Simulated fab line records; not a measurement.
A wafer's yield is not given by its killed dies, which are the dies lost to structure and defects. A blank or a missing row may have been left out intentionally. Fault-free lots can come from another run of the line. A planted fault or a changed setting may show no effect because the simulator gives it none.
fab line records	flow sky130
record lots=13	wafers=39	last-day=49
route steps=708 shown PWDE@52 NWELL@67 VT_ADJUST_HVTP@96 SONOS_ONO@169
lots with no fault: from the same line, run without faults
start-h: start of the lot's first displayed wafer, in hours after the record's first day	wait-h: hours from the lot's prior step to this one	" unchanged from the row above	L1.1+2: one row covering several wafers at once	- no value present, or no start provided	* or withheld: withheld	< > ~ a bound
route shown NAME@n: NAME is a module with steps in the file, n the number in the route of the first one	usual: the fault-free wafers' mean and standard deviation	same: alike in all rows	chamber/n: place in a boat	sites: the reading at each site	_std_site: their standard deviation	_edge_site: the outer-site mean with the inner-site mean subtracted	radius-mm: how far each site lies from the wafer's centre	mask NAME#n: copy n	behind: the tool/chamber that last shaped the wafer	hold: the reason the lot was held/the length of the hold in hours/how it ended	device: names the non-switching transistor (n, p or np)	end of line: the tests these same wafers got at the end of their route	a step given without rows: its recipe and nothing more	killed: count of dies lost to structure and defects at first sort (not the wafer's yield)	map: shows each die of a wafer: x if killed, . if not, _ if none is there
set.NAME: setting as actually run; set.NAME@STEP: the setting as run at that earlier step	model.NAME: the simulator's own value behind a step, which no gauge read
steps of the route over a sample of lots; a table a step, a row a wafer
services: from which hour (start-h, from the record's first day; less than 0 if before it) a tool's chamber was out of use, for how many hours, and why
## steps
# step SKY_PWDE_OVL_MEAS_07
# usual PWDE_OVL=-0.5/1.5
lot.wafer	tool	chamber	start-h	wait-h	PWDE_OVL[nm]
L204.2	overlay-02	-	80.84	-	-4.1
L204.3	"	-	"	"	-3.9
L204.4	"	-	"	"	-4.1
L205.3	overlay-02	-	83.85	-	1.4
L205.4	"	-	"	"	0.2
L205.6	"	-	"	"	2.6
L207.1	overlay-01	-	88.14	-	-1.2
L207.2	"	-	"	"	-0.7
L207.3	"	-	"	"	-1.5
L206.2	overlay-02	-	88.49	-	0.1
L206.5	"	-	"	"	-0.5
L206.6	"	-	"	"	0.7
L209.1	overlay-01	-	102.04	-	-1.0
L209.5	"	-	"	"	-0.5
L209.6	"	-	"	"	-0.2
L212.1	overlay-01	-	114.64	-	-1.2
L212.2	"	-	"	"	-1.0
L212.6	"	-	"	"	-0.8
L213.1	overlay-01	-	123.84	-	0.1
L213.2	"	-	"	"	0.2
L213.6	"	-	"	"	0.2
L214.2	overlay-02	-	129.44	-	-2.2
L214.3	"	-	"	"	-0.9
L214.4	"	-	"	"	-0.7
L215.2	overlay-01	-	138.09	-	0.2
L215.3	"	-	"	"	-0.7
L215.5	"	-	"	"	0.4
L216.4	overlay-01	-	144.34	-	1.2
L216.5	"	-	"	"	0.2
L216.6	"	-	"	"	0.6
L217.1	overlay-02	-	149.99	-	-0.5
L217.4	"	-	"	"	0.3
L217.5	"	-	"	"	0.7
L218.1	overlay-01	-	153.04	-	-0.9
L218.3	"	-	"	"	-0.7
L218.4	"	-	"	"	0.4
L219.1	overlay-02	-	159.52	-	-2.1
L219.5	"	-	"	"	-3.4
L219.6	"	-	"	"	-2.0
# step SKY_NWELL_STRIP_14
# recipe chemistry=O2/N2	power-w=1400	pressure-mtorr=1500	platen-temp-c=withheld	o2-flow-sccm=3000	n2-flow-sccm=300	overash-fraction=0.5
# usual chamber-pressure-mTorr=1500.0/1.4	drypump-motor-current-A=5.9/0.48	oes-product-au=0.722/0.005	strip-time-to-endpoint-s=36.84/0.1
lot.wafer	tool	chamber	start-h	wait-h	chamber-pressure-mTorr	drypump-motor-current-A	oes-product-au	rf-hours-counter-h	strip-time-to-endpoint-s
L204.2	plasma-asher-02	0	98.82	0.1	1501.3	5.5	0.734	39	36.91
L204.3	"	1	"	"	1501.3	5.9	0.720	-	36.87
L204.4	"	0	"	"	1502.0	5.4	0.716	-	36.91
L205.3	plasma-asher-04	1	102.21	0.1	1499.6	6.3	0.720	-	36.87
L205.4	"	0	"	"	1500.2	6.5	0.721	-	37.00
L205.6	"	0	"	"	1499.6	6.5	0.726	-	36.91
L207.1	plasma-asher-02	0	107.07	0.1	1500.1	5.4	0.722	39	36.79
L207.2	"	1	"	"	1500.8	5.9	0.727	39	36.82
L207.3	"	0	"	"	1500.2	5.5	0.724	-	36.87
L206.2	plasma-asher-01	1	107.29	0.1	1501.4	5.6	0.717	41	36.89
L206.5	"	0	"	"	1499.2	5.1	0.721	-	36.89
L206.6	"	1	"	"	1500.4	5.6	0.713	-	36.85
L209.1	plasma-asher-04	1	121.06	0.1	1499.9	6.3	0.721	42	36.69
L209.5	"	1	"	"	1503.0	6.3	0.720	-	36.57
L209.6	"	0	"	"	1499.2	6.5	0.719	-	36.63
L212.1	plasma-asher-04	1	134.97	0.1	1499.7	6.3	0.730	44	36.85
L212.2	"	0	"	"	1499.6	6.5	0.726	44	36.80
L212.6	"	0	"	"	1501.8	6.5	0.722	-	36.88
L213.1	plasma-asher-01	0	143.94	0.1	1499.8	5.1	0.716	3	36.76
L213.2	"	1	"	"	1499.1	5.6	0.717	3	36.78
L213.6	"	0	"	"	1499.1	5.1	0.724	-	36.82
L214.2	plasma-asher-01	1	150.59	0.1	1499.4	5.6	0.716	3	36.74
L214.3	"	0	"	"	1500.6	5.1	0.720	-	36.77
L214.4	"	1	"	"	1502.8	5.6	0.722	-	36.83
L215.2	plasma-asher-04	0	158.46	0.1	1500.2	6.5	0.720	46	36.73
L215.3	"	0	"	"	1501.3	6.5	0.718	-	36.88
L215.5	"	1	"	"	1500.1	6.3	0.723	-	36.70
L216.4	plasma-asher-04	1	165.96	0.1	1501.0	6.3	0.723	-	37.02
L216.5	"	1	"	"	1499.2	6.3	0.726	-	37.04
L216.6	"	0	"	"	1500.7	6.5	0.722	-	37.00
L217.1	plasma-asher-02	1	171.51	0.1	1503.0	5.9	0.734	45	36.86
L217.4	"	1	"	"	1502.1	5.9	0.724	-	36.78
L217.5	"	0	"	"	1497.9	5.5	0.725	-	36.89
L218.1	plasma-asher-02	1	174.32	0.1	1499.9	5.9	0.719	46	36.80
L218.3	"	0	"	"	1499.6	5.5	0.725	-	36.90
L218.4	"	1	"	"	1499.5	5.9	0.717	-	36.75
L219.1	plasma-asher-02	1	181.12	0.1	1496.5	6.0	0.884	46	-
L219.5	"	0	"	"	1496.0	5.5	0.900	-	-
L219.6	"	1	"	"	1494.6	5.9	0.864	-	-
# step SKY_NWELL_STRIP_25
# recipe chemistry=O2/N2	power-w=1400	pressure-mtorr=1500	platen-temp-c=withheld	o2-flow-sccm=3000	n2-flow-sccm=300	overash-fraction=0.5
# usual chamber-pressure-mTorr=1499.9/1.4	drypump-motor-current-A=5.9/0.48	oes-product-au=0.723/0.0045	strip-time-to-endpoint-s=36.90/0.094
lot.wafer	tool	chamber	start-h	wait-h	chamber-pressure-mTorr	drypump-motor-current-A	oes-product-au	rf-hours-counter-h	strip-time-to-endpoint-s
L204.2	plasma-asher-04	0	117.11	0.1	1501.4	6.5	0.728	42	36.96
L204.3	"	0	"	"	1497.5	6.5	0.720	-	37.01
L204.4	"	1	"	"	1498.8	6.3	0.719	-	36.91
L205.3	plasma-asher-01	1	120.43	0.1	1500.1	5.6	0.718	-	36.88
L205.4	"	0	"	"	1501.5	5.1	0.721	-	36.87
L205.6	"	0	"	"	1501.6	5.1	0.721	-	36.79
L207.1	plasma-asher-01	1	126.36	0.1	1500.6	5.6	0.731	1	36.83
L207.2	"	0	"	"	1500.7	5.1	0.722	1	36.78
L207.3	"	1	"	"	1500.0	5.6	0.724	-	36.88
L206.2	plasma-asher-02	0	126.92	0.1	1501.0	5.5	0.722	41	36.83
L206.5	"	0	"	"	1498.9	5.5	0.720	-	36.77
L206.6	"	1	"	"	1499.1	6.0	0.717	-	36.68
L209.1	plasma-asher-04	1	140.02	0.1	1499.3	6.3	0.728	44	36.86
L209.5	"	0	"	"	1501.7	6.5	0.720	-	36.93
L209.6	"	1	"	"	1500.3	6.3	0.721	-	36.92
L212.1	plasma-asher-04	1	155.07	0.1	1502.1	6.3	0.721	45	36.78
L212.2	"	0	"	"	1501.7	6.5	0.720	45	36.94
L212.6	"	1	"	"	1501.0	6.3	0.723	-	36.84
L213.1	plasma-asher-02	1	164.92	0.1	1501.8	5.9	0.730	45	36.90
L213.2	"	0	"	"	1499.8	5.5	0.724	45	36.75
L213.6	"	0	"	"	1500.6	5.5	0.729	-	36.73
L214.2	plasma-asher-01	1	171.72	0.1	1497.7	5.6	0.716	5	36.92
L214.3	"	1	"	"	1503.6	5.6	0.724	-	37.07
L214.4	"	0	"	"	1498.3	5.1	0.719	-	37.04
L215.2	plasma-asher-01	1	180.09	0.1	1498.1	5.6	0.719	6	37.07
L215.3	"	1	"	"	1500.8	5.6	0.723	-	36.99
L215.5	"	0	"	"	1499.8	5.1	0.714	-	36.99
L216.4	plasma-asher-02	0	187.80	0.1	1498.0	5.5	0.720	-	36.92
L216.5	"	1	"	"	1501.1	5.9	0.715	-	36.94
L216.6	"	0	"	"	1500.4	5.5	0.724	-	36.95
L217.1	plasma-asher-02	1	193.44	0.1	1500.7	5.9	0.722	47	36.89
L217.4	"	1	"	"	1499.6	5.9	0.719	-	36.72
L217.5	"	1	"	"	1499.9	5.9	0.723	-	36.74
L218.1	plasma-asher-04	1	196.96	0.1	1500.2	6.3	0.728	50	36.89
L218.3	"	1	"	"	1499.6	6.3	0.719	-	36.86
L218.4	"	0	"	"	1501.5	6.5	0.721	-	36.80
L219.1	plasma-asher-04	1	204.38	0.1	1501.2	6.3	0.730	50	72.22
L219.5	"	0	"	"	1499.0	6.5	0.742	-	72.05
L219.6	"	1	"	"	1499.9	6.3	0.727	-	72.05
# step SKY_NWELL_TW_MEAS_26
# usual NWELL_2_TW=495/7
lot.wafer	tool	chamber	start-h	wait-h	NWELL_2_TW
L204.2	film-metro-04	-	117.22	0.1	503
L204.3	"	-	"	"	501
L204.4	"	-	"	"	501
L205.3	film-metro-01	-	120.51	0.1	489
L205.4	"	-	"	"	488
L205.6	"	-	"	"	489
L207.1	film-metro-01	-	126.46	0.1	492
L207.2	"	-	"	"	491
L207.3	"	-	"	"	492
L206.2	film-metro-01	-	127.03	0.1	494
L206.5	"	-	"	"	493
L206.6	"	-	"	"	493
L209.1	film-metro-01	-	140.12	0.1	489
L209.5	"	-	"	"	492
L209.6	"	-	"	"	493
L212.1	film-metro-04	-	155.17	0.1	503
L212.2	"	-	"	"	504
L212.6	"	-	"	"	509
L213.1	film-metro-04	-	165.02	0.1	506
L213.2	"	-	"	"	508
L213.6	"	-	"	"	506
L214.2	film-metro-04	-	171.83	0.1	503
L214.3	"	-	"	"	506
L214.4	"	-	"	"	505
L215.2	film-metro-04	-	180.20	0.1	500
L215.3	"	-	"	"	503
L215.5	"	-	"	"	505
L216.4	film-metro-03	-	187.90	0.1	485
L216.5	"	-	"	"	489
L216.6	"	-	"	"	488
L217.1	film-metro-01	-	193.54	0.1	489
L217.4	"	-	"	"	490
L217.5	"	-	"	"	490
L218.1	film-metro-04	-	197.06	0.1	500
L218.3	"	-	"	"	499
L218.4	"	-	"	"	502
L219.1	film-metro-03	-	204.48	0.1	30
L219.5	"	-	"	"	29
L219.6	"	-	"	"	30
# step SKY_VT_ADJUST_HVTP_TW_MEAS_11
# usual VT_ADJUST_HVTP_TW=1350/18
lot.wafer	tool	chamber	start-h	wait-h	VT_ADJUST_HVTP_TW
L204.2	film-metro-01	-	137.79	0.1	1338
L204.3	"	-	"	"	1340
L204.4	"	-	"	"	1343
L205.3	film-metro-02	-	140.53	0.1	1380
L205.4	"	-	"	"	1376
L205.6	"	-	"	"	1380
L207.1	film-metro-03	-	146.71	0.1	1330
L207.2	"	-	"	"	1335
L207.3	"	-	"	"	1336
L206.2	film-metro-01	-	147.99	0.1	1348
L206.5	"	-	"	"	1341
L206.6	"	-	"	"	1342
L209.1	film-metro-03	-	161.24	0.1	1335
L209.5	"	-	"	"	1327
L209.6	"	-	"	"	1333
L212.1	film-metro-03	-	176.59	0.1	1331
L212.2	"	-	"	"	1334
L212.6	"	-	"	"	1341
L213.1	film-metro-03	-	186.59	0.1	1339
L213.2	"	-	"	"	1336
L213.6	"	-	"	"	1325
L214.2	film-metro-02	-	194.15	0.1	1366
L214.3	"	-	"	"	1370
L214.4	"	-	"	"	1368
L215.2	film-metro-02	-	203.44	0.1	1365
L215.3	"	-	"	"	1364
L215.5	"	-	"	"	1363
L216.4	film-metro-03	-	211.64	0.1	1331
L216.5	"	-	"	"	1330
L216.6	"	-	"	"	1332
L217.1	film-metro-03	-	216.84	0.1	1335
L217.4	"	-	"	"	1334
L217.5	"	-	"	"	1337
L218.1	film-metro-03	-	220.51	0.1	1340
L218.3	"	-	"	"	1334
L218.4	"	-	"	"	1335
L219.1	film-metro-03	-	227.98	0.1	1333
L219.5	"	-	"	"	1334
L219.6	"	-	"	"	1334
# step SKY_SONOS_ONO_THK_MEAS_01
# recipe reads=SiO2_of_SONOS_ONO_OXIDATION_00
# usual SONOS_ONO_OXIDATION_THK=2.58/0.061
lot.wafer	tool	chamber	start-h	wait-h	SONOS_ONO_OXIDATION_THK[nm]
L204.2	film-metro-03	-	276.03	0.0	2.43
L204.3	"	-	"	"	2.48
L204.4	"	-	"	"	2.43
L205.3	film-metro-03	-	280.03	0.0	2.48
L205.4	"	-	"	"	2.51
L205.6	"	-	"	"	2.53
L207.1	film-metro-02	-	286.61	0.0	2.51
L207.2	"	-	"	"	2.48
L207.3	"	-	"	"	2.52
L206.2	film-metro-03	-	288.68	0.0	2.55
L206.5	"	-	"	"	2.56
L206.6	"	-	"	"	2.55
L209.1	film-metro-04	-	304.37	0.0	2.51
L209.5	"	-	"	"	2.58
L209.6	"	-	"	"	2.60
L212.1	film-metro-04	-	324.91	0.0	2.54
L212.2	"	-	"	"	2.55
L212.6	"	-	"	"	2.60
L213.1	film-metro-04	-	337.98	0.0	2.59
L213.2	"	-	"	"	2.63
L213.6	"	-	"	"	2.63
L214.2	film-metro-04	-	344.39	0.0	2.57
L214.3	"	-	"	"	2.55
L214.4	"	-	"	"	2.60
L215.2	film-metro-04	-	358.91	0.0	2.63
L215.3	"	-	"	"	2.56
L215.5	"	-	"	"	2.56
L216.4	film-metro-03	-	369.39	0.0	2.58
L216.5	"	-	"	"	2.56
L216.6	"	-	"	"	2.61
L217.1	film-metro-04	-	375.14	0.0	2.63
L217.4	"	-	"	"	2.62
L217.5	"	-	"	"	2.59
L218.1	film-metro-03	-	381.41	0.0	2.65
L218.3	"	-	"	"	2.57
L218.4	"	-	"	"	2.53
L219.1	film-metro-02	-	389.37	0.0	2.62
L219.5	"	-	"	"	2.58
L219.6	"	-	"	"	2.63
## services
tool	chamber	start-h	hours	kind
plasma-asher-01	-	108.75	9.0	pm
plasma-asher-01	0	108.75	9.0	vent-cycle
plasma-asher-01	1	108.75	9.0	vent-cycle
plasma-asher-01	0	117.75	-	clean
plasma-asher-01	1	117.75	-	clean
plasma-asher-01	-	182.78	4.0	pm
plasma-asher-01	-	203.59	14.6	pm
## key
first-sign step=SKY_NWELL_STRIP_14	reading=oes-product-au	direction=up	sigmas=32	usual=0.722	struck=0.882
effect step=SKY_NWELL_STRIP_14	reading=chamber-pressure-mTorr	direction=down	sigmas=3.1	usual=1500.0	struck=1495.7
effect step=SKY_NWELL_STRIP_25	reading=strip-time-to-endpoint-s	direction=up	sigmas=99+	usual=*	struck=*
effect step=SKY_NWELL_TW_MEAS_26	reading=NWELL_2_TW	direction=down	sigmas=67	usual=495	struck=30
met-at SKY_NWELL_STRIP_14
struck-lots L219
sort-left-out L219.1,L219.5,L219.6
tester-left-out L219
not-acting-at SKY_PWDE_OVL_MEAS_07,SKY_VT_ADJUST_HVTP_TW_MEAS_11,SKY_SONOS_ONO_THK_MEAS_01
onset-between 174.32 181.12
fault kind=strip-aborted	tool=plasma-asher-02	chamber=-	onset-h=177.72	steps=SKY_NWELL_STRIP_14	offset=0.98044	end-h=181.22
# tester-left-out: of these lots the tester's yield and bins aren't shown, on N5 and GAA mostly nor the transistor test; their killed dies are dies lost to structure and defects alone, not to doping, threshold or leakage, so they don't give the yield
# sort-left-out: the simulated sort isn't trusted on such a fault, so these wafers' sort isn't shown, and their yield isn't known
